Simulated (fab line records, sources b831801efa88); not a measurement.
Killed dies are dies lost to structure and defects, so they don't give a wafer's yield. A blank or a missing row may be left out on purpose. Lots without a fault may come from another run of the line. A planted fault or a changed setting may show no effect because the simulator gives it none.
Chamber matching | flow gf180mcu | GF_CONTACT_CMP_04 on cmp-02: 4 sister chambers
The step polishes SiO2. 4 wafers are shown with their chamber, then 9 later ones without.

WAFERS WITH THEIR CHAMBER
wafer  | chamber | motor_current_A (A)
L740.1 | 2       | 10.6
L742.3 | 3       | 13.5
L742.4 | 0       | 12.0
L742.5 | 1       | 13.4

WAFERS WITHOUT THEIR CHAMBER
wafer  | motor_current_A (A)
L745.1 | 11.1
L745.2 | 13.8
L745.6 | 11.9
L756.1 | 11.2
L756.2 | 13.1
L756.4 | 11.3
L757.1 | 12.4
L757.2 | 11.2
L757.6 | 10.5

WHICH CHAMBER EACH WENT THROUGH
wafer  | from the rows above          | in truth
L745.1 | can't be placed: 2 or 0      | 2
L745.2 | can't be placed: 3 or 1      | 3
L745.6 | 0                            | 0
L756.1 | can't be placed: 2 or 0      | 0
L756.2 | can't be placed: 1 or 3 or 0 | 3
L756.4 | can't be placed: 0 or 2      | 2
L757.1 | can't be placed: 0 or 1 or 3 | 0
L757.2 | can't be placed: 2 or 0      | 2
L757.6 | 2                            | 2
Placed correctly: 2 of 9. Can't be placed from these rows: 7 (the true chamber is among the candidates in 7). Placed wrongly: 0.
How it was worked out, from the rows above alone: a wafer's distance from a chamber is the root of the sum, over the readings, of the square of ((its reading less the chamber's mean) divided by the reading's scatter). The wafer belongs to the nearest chamber; if the next one is less than 2 further off, it can't be placed. A chamber's mean is the mean of its shown wafers. The scatter: with one shown wafer a chamber, the root of the mean of the squares of how far each hidden wafer lies from its nearest shown one.
